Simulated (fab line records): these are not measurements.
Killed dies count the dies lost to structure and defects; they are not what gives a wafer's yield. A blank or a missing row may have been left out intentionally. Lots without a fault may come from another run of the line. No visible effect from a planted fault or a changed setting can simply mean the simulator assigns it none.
fab line records -- flow sky130
[record] lots = 14, wafers = 42, lastDay = 50
route steps=708 shown FIELD_ISO@17 PAD_OPEN@708
lots untouched by any fault: they come from a run of this same line in which no faults occurred
startH: hours from the record's first day to the start of the lot's first wafer shown -- waitH: how many hours have passed since the lot's step before this one -- " identical to the entry in the row above -- L1.1+2: one row covering several wafers at once -- - no value, or no start given -- * or withheld: withheld -- < > ~ a bound
route shown NAME@n: names a module that has steps shown in the file, with the first one's number in the route -- usual: mean/standard deviation taken from wafers without a fault -- same: alike in all rows -- chamber/n: place in a boat -- sites: readings site by site -- _std_site: how widely they spread, as a standard deviation -- _edge_site: inner sites' mean taken away from outer sites' mean -- radiusMm: how far each site lies from the wafer's centre -- mask NAME#n: copy n -- behind: tool/chamber where the wafer was last shaped -- hold: the reason the lot was held/the length of the hold in hours/how it ended -- device: transistor that didn't switch, given as n, p or np -- end of line: at the end of the route, the tests of the same wafers -- step lacking rows: just its recipe -- killed: dies lost to structure and defects at the first sort, not the wafer's yield -- map: dies across one wafer; x = killed, . = not, _ = none there
set.NAME: the setting as run; set.NAME@STEP: as run at that earlier step -- model.NAME: the simulator's own value behind a step, which no gauge read
a sample of lots followed through the steps of the route, with each step as a table and each wafer as a row
services: when a tool's chamber went out of use (startH, in hours from the record's first day, below 0 if earlier), for how many hours, and the reason
[[steps]]
[step SKY_FIELD_ISO_STRIP_16]
[recipe] chemistry = O2/N2, powerW = 1400, pressureMtorr = 1500, platenTempC = withheld, o2FlowSccm = 3000, n2FlowSccm = 300, overashFraction = 0.5
[usual] chamberPressureMTorr = 1500.0/1.3, drypumpMotorCurrentA = 5.5/0.38, oesProductAu = 0.377/0.0047, stripTimeToEndpointS = 3.54/0.038
lot.wafer,tool,chamber,startH,waitH,chamberPressureMTorr,drypumpMotorCurrentA,oesProductAu,rfHoursCounterH,stripTimeToEndpointS
L359.3,plasmaAsher-03,1,29.68,0.1,1499.7,5.2,0.375,-,3.59
L359.5,plasmaAsher-03,1,29.68,0.1,1501.1,5.2,0.376,-,3.48
L359.6,plasmaAsher-03,0,29.68,0.1,1502.5,4.9,0.383,-,3.56
L361.1,plasmaAsher-02,0,40.05,0.0,1498.2,5.8,0.375,38,3.54
L361.2,plasmaAsher-02,1,40.05,0.0,1503.1,5.5,0.377,38,3.60
L361.5,plasmaAsher-02,1,40.05,0.0,1496.1,5.5,0.372,-,3.54
L362.3,plasmaAsher-02,1,46.55,0.1,1501.8,5.5,0.376,-,3.60
L362.4,plasmaAsher-02,0,46.55,0.1,1501.3,5.8,0.373,-,3.53
L362.5,plasmaAsher-02,1,46.55,0.1,1499.4,5.5,0.372,-,3.53
L363.2,plasmaAsher-02,1,50.77,0.0,1500.7,5.6,0.385,39,3.53
L363.3,plasmaAsher-02,1,50.77,0.0,1500.8,5.5,0.381,-,3.58
L363.5,plasmaAsher-02,1,50.77,0.0,1500.0,5.5,0.380,-,3.63
L364.2,plasmaAsher-02,0,55.47,0.0,1498.7,5.8,0.378,40,3.58
L364.5,plasmaAsher-02,0,55.47,0.0,1500.0,5.8,0.381,-,3.54
L364.6,plasmaAsher-02,1,55.47,0.0,1499.1,5.5,0.379,-,3.54
L366.3,plasmaAsher-02,0,65.15,0.1,1500.2,5.8,0.371,-,3.51
L366.4,plasmaAsher-02,1,65.15,0.1,1500.2,5.5,0.385,-,3.58
L366.6,plasmaAsher-02,1,65.15,0.1,1501.0,5.5,0.388,-,3.50
L367.4,plasmaAsher-01,0,73.25,0.1,1500.0,6.0,0.379,-,3.52
L367.5,plasmaAsher-01,0,73.25,0.1,1500.5,5.9,0.378,-,3.56
L367.6,plasmaAsher-01,1,73.25,0.1,1500.5,5.9,0.379,-,3.52
L368.2,plasmaAsher-02,0,76.90,0.0,1501.1,5.8,0.375,42,3.54
L368.3,plasmaAsher-02,0,76.90,0.0,1500.4,5.8,0.368,-,3.55
L368.6,plasmaAsher-02,1,76.90,0.0,1500.6,5.5,0.376,-,3.52
L372.1,plasmaAsher-02,0,97.30,0.0,1500.6,5.8,0.378,44,3.38
L372.2,plasmaAsher-02,1,97.30,0.0,1502.2,5.5,0.378,44,3.33
L372.3,plasmaAsher-02,0,97.30,0.0,1500.7,5.8,0.375,-,3.36
L373.1,plasmaAsher-02,1,101.36,0.0,1500.0,5.5,0.380,44,3.39
L373.3,plasmaAsher-02,0,101.36,0.0,1499.7,5.8,0.369,-,3.30
L373.4,plasmaAsher-02,1,101.36,0.0,1501.1,5.5,0.376,-,3.33
L377.3,plasmaAsher-03,1,122.65,0.1,1500.8,5.3,0.377,-,3.53
L377.4,plasmaAsher-03,0,122.65,0.1,1498.8,4.9,0.376,-,3.54
L377.5,plasmaAsher-03,0,122.65,0.1,1499.3,4.9,0.377,-,3.51
L379.1,plasmaAsher-01,1,136.02,0.0,1501.2,5.9,0.375,46,3.54
L379.2,plasmaAsher-01,0,136.02,0.0,1498.5,5.9,0.375,46,3.50
L379.5,plasmaAsher-01,1,136.02,0.0,1501.5,5.9,0.382,-,3.51
L381.2,plasmaAsher-01,1,144.42,0.0,1499.9,6.0,0.385,47,3.58
L381.4,plasmaAsher-01,0,144.42,0.0,1499.9,6.0,0.384,-,3.52
L381.5,plasmaAsher-01,0,144.42,0.0,1497.8,6.0,0.381,-,3.54
L382.4,plasmaAsher-01,1,148.28,0.1,1500.1,5.9,0.367,-,3.55
L382.5,plasmaAsher-01,0,148.28,0.1,1499.6,6.0,0.385,-,3.63
L382.6,plasmaAsher-01,1,148.28,0.1,1500.0,6.0,0.375,-,3.55
[step SKY_PAD_OPEN_PROBE_99]
[usual] killed_at_M0_to_M3 = 43/7.3, killed_at_M4_up = 3.6/1.9, killedAtContacts = 23/5.3, killedAtFrontEnd = 15/4.5, killedAtOther = 0.3/0.72, killedDies = 85/9.4, killedOpen = 46/6.7, killedShort = 38/6.8
[same] grossDies = 492, killedAtBackSide = 0
lot.wafer,tool,chamber,startH,waitH,killed_at_M0_to_M3,killed_at_M4_up,killedAtContacts,killedAtFrontEnd,killedAtOther,killedDies,killedOpen,killedShort
L363.2,prober-01,-,1109.92,0.1,38,3,17,10,0,68,44,22
L363.3,prober-01,-,1109.97,0.2,56,5,20,23,0,104,57,47
L363.5,prober-01,-,1110.07,0.2,49,2,32,9,0,92,47,44
L364.2,prober-02,-,1112.92,0.1,42,5,34,15,0,96,47,49
L364.5,prober-02,-,1113.07,0.2,52,3,25,17,2,99,48,51
L364.6,prober-02,-,1113.12,0.2,41,9,24,23,0,97,51,46
L366.3,prober-01,-,1116.77,0.2,39,6,26,10,1,82,32,50
L366.4,prober-01,-,1116.82,0.2,41,3,24,16,1,85,46,39
L366.6,prober-01,-,1116.92,0.2,50,4,21,16,0,91,47,44
L373.1,prober-01,-,1166.06,0.1,48,2,26,10,0,86,44,41
L373.3,prober-01,-,1166.16,0.2,54,4,22,10,0,90,46,44
L373.4,prober-01,-,1166.21,0.2,39,2,21,9,0,71,37,34
L377.3,prober-02,-,1180.51,0.2,39,2,25,14,0,80,38,42
L377.4,prober-02,-,1180.56,0.2,45,7,32,17,0,101,59,42
L377.5,prober-02,-,1180.61,0.2,44,3,28,7,0,82,43,39
L379.1,prober-01,-,1192.01,0.1,26,3,29,10,0,68,42,26
L379.2,prober-01,-,1192.06,0.1,33,1,28,25,1,88,49,39
L379.5,prober-01,-,1192.21,0.2,41,2,20,12,0,75,35,40
L381.2,prober-02,-,1198.13,0.1,40,4,27,13,0,84,42,42
L381.4,prober-02,-,1198.23,0.2,46,7,28,9,0,90,56,34
L381.5,prober-02,-,1198.28,0.2,37,6,27,14,0,84,35,49
// killed by level:class
L363.2 VIA1:geometricParticle:open=15 CONTACT:geometricParticle:open=8 METAL1:geometricParticle:short=6 VIA3:geometricParticle:open=5 FIELD_ISO:geometricParticle:open=4 LOCAL_INTERCONNECT:geometricParticle:short=4 VIA1:geometricParticle:short=4 POLY_GATE:geometricParticle:open=3
L363.3 VIA1:geometricParticle:open=14 CONTACT:geometricParticle:open=10 VIA3:geometricParticle:open=10 FIELD_ISO:geometricParticle:open=7 FIELD_ISO:geometricParticle:short=6 VIA1:geometricParticle:short=6 VIA2:geometricParticle:open=6 METAL1:geometricParticle:short=5
L363.5 CONTACT:geometricParticle:open=13 METAL1:geometricParticle:short=8 LI_CONTACT:geometricParticle:open=7 CONTACT:geometricParticle:short=7 VIA1:geometricParticle:open=7 VIA1:geometricParticle:short=6 METAL2:geometricParticle:short=6 VIA3:geometricParticle:open=5
L364.2 CONTACT:geometricParticle:open=15 VIA1:geometricParticle:open=11 POLY_GATE:geometricParticle:short=6 METAL1:geometricParticle:short=6 LOCAL_INTERCONNECT:geometricParticle:short=6 CONTACT:geometricParticle:short=6 VIA1:geometricParticle:short=6 FIELD_ISO:geometricParticle:open=5
L364.5 VIA1:geometricParticle:open=13 METAL3:geometricParticle:short=8 VIA2:geometricParticle:open=7 CONTACT:geometricParticle:open=6 VIA3:geometricParticle:short=6 FIELD_ISO:geometricParticle:short=5 CONTACT:geometricParticle:short=5 VIA1:geometricParticle:short=5
L364.6 CONTACT:geometricParticle:open=12 POLY_GATE:geometricParticle:open=9 VIA1:geometricParticle:open=7 METAL4:geometricParticle:short=7 METAL1:geometricParticle:short=6 METAL2:geometricParticle:short=5 VIA2:geometricParticle:open=5 VIA3:geometricParticle:open=5
L366.3 METAL1:geometricParticle:short=10 LI_CONTACT:geometricParticle:open=7 VIA3:geometricParticle:open=7 CONTACT:geometricParticle:open=7 LOCAL_INTERCONNECT:geometricParticle:short=6 CONTACT:geometricParticle:short=6 METAL2:geometricParticle:short=6 METAL4:geometricParticle:short=6
L366.4 VIA1:geometricParticle:open=10 LI_CONTACT:geometricParticle:open=7 LOCAL_INTERCONNECT:geometricParticle:short=7 METAL1:geometricParticle:short=7 CONTACT:geometricParticle:open=6 VIA2:geometricParticle:open=5 FIELD_ISO:geometricParticle:open=4 VIA1:geometricParticle:short=4
L366.6 VIA1:geometricParticle:open=13 CONTACT:geometricParticle:open=10 VIA3:geometricParticle:open=7 VIA1:geometricParticle:short=7 VIA2:geometricParticle:open=6 FIELD_ISO:geometricParticle:short=4 POLY_GATE:geometricParticle:short=4 LI_CONTACT:geometricParticle:open=4
L373.1 CONTACT:geometricParticle:open=11 METAL1:geometricParticle:short=10 VIA1:geometricParticle:open=8 LOCAL_INTERCONNECT:geometricParticle:short=7 VIA3:geometricParticle:open=7 VIA1:geometricParticle:short=7 METAL2:geometricParticle:short=5 LI_CONTACT:geometricParticle:open=4
L373.3 VIA3:geometricParticle:open=13 METAL1:geometricParticle:short=12 VIA1:geometricParticle:open=10 CONTACT:geometricParticle:open=8 VIA1:geometricParticle:short=7 LI_CONTACT:geometricParticle:open=5 LOCAL_INTERCONNECT:geometricParticle:short=4 CONTACT:geometricParticle:short=4
L373.4 METAL1:geometricParticle:short=9 VIA1:geometricParticle:open=8 LI_CONTACT:geometricParticle:open=7 VIA2:geometricParticle:open=7 VIA3:geometricParticle:open=5 FIELD_ISO:geometricParticle:short=4 LOCAL_INTERCONNECT:geometricParticle:short=4 CONTACT:geometricParticle:open=4
L377.3 CONTACT:geometricParticle:open=8 METAL1:geometricParticle:short=8 VIA1:geometricParticle:short=7 VIA2:geometricParticle:open=7 VIA1:geometricParticle:open=6 LI_CONTACT:geometricParticle:short=5 FIELD_ISO:geometricParticle:short=4 LI_CONTACT:geometricParticle:open=4
L377.4 LI_CONTACT:geometricParticle:open=12 VIA1:geometricParticle:open=11 CONTACT:geometricParticle:open=7 CONTACT:geometricParticle:short=7 VIA2:geometricParticle:open=7 METAL1:geometricParticle:short=6 VIA1:geometricParticle:short=6 VIA3:geometricParticle:open=6
L377.5 LI_CONTACT:geometricParticle:open=11 VIA2:geometricParticle:open=9 VIA1:geometricParticle:open=8 VIA1:geometricParticle:short=7 CONTACT:geometricParticle:short=6 VIA3:geometricParticle:open=5 LOCAL_INTERCONNECT:geometricParticle:short=5 METAL1:geometricParticle:short=5
L379.1 CONTACT:geometricParticle:open=14 VIA1:geometricParticle:open=5 FIELD_ISO:geometricParticle:open=4 LI_CONTACT:geometricParticle:short=4 LI_CONTACT:geometricParticle:open=4 LOCAL_INTERCONNECT:geometricParticle:short=3 CONTACT:geometricParticle:short=3 VIA3:geometricParticle:open=3
L379.2 CONTACT:geometricParticle:open=9 VIA2:geometricParticle:open=9 FIELD_ISO:geometricParticle:short=8 LI_CONTACT:geometricParticle:open=8 FIELD_ISO:geometricParticle:open=6 POLY_GATE:geometricParticle:short=6 VIA1:geometricParticle:open=6 METAL2:geometricParticle:short=6
L379.5 CONTACT:geometricParticle:open=9 VIA1:geometricParticle:open=9 METAL2:geometricParticle:short=8 VIA1:geometricParticle:short=7 METAL1:geometricParticle:short=5 CONTACT:geometricParticle:short=4 VIA3:geometricParticle:open=4 FIELD_ISO:geometricParticle:short=3
L381.2 CONTACT:geometricParticle:open=10 VIA1:geometricParticle:open=9 VIA2:geometricParticle:open=7 METAL1:geometricParticle:short=6 VIA1:geometricParticle:short=6 LI_CONTACT:geometricParticle:open=5 LOCAL_INTERCONNECT:geometricParticle:short=5 CONTACT:geometricParticle:short=5
L381.4 VIA3:geometricParticle:open=13 LI_CONTACT:geometricParticle:open=10 CONTACT:geometricParticle:open=9 METAL2:geometricParticle:short=9 VIA1:geometricParticle:open=8 FIELD_ISO:geometricParticle:open=6 CONTACT:geometricParticle:short=5 METAL4:geometricParticle:short=4
L381.5 CONTACT:geometricParticle:open=11 METAL1:geometricParticle:short=8 LI_CONTACT:geometricParticle:open=7 METAL2:geometricParticle:short=7 FIELD_ISO:geometricParticle:short=6 METAL4:geometricParticle:short=6 LOCAL_INTERCONNECT:geometricParticle:short=5 VIA1:geometricParticle:short=4
[[services]]
tool,chamber,startH,hours,kind
plasmaAsher-01,-,61.61,5.0,repair
plasmaAsher-03,-,131.21,14.6,pm
[[key]]
[firstSign] step = SKY_FIELD_ISO_STRIP_16, reading = stripTimeToEndpointS, direction = down, sigmas = 5.1, usual = *, struck = *
effect none on later readings
metAt SKY_FIELD_ISO_STRIP_16
struckLots L372,L373
testerLeftOut L372,L373
onsetBetween 76.90 97.30
[fault] kind = processParameterDrift, tool = plasmaAsher-02, chamber = -, onsetH = 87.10, steps = SKY_FIELD_ISO_STRIP_16, channel = powerW, offset = *, shape = step, endH = 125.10, actsIn = *, stated = *
// testerLeftOut: of these lots the tester's yield and bins aren't shown, on N5 and GAA mostly nor the transistor test; their killed dies are dies lost to structure and defects alone, not to doping, threshold or leakage, so they don't give the yield
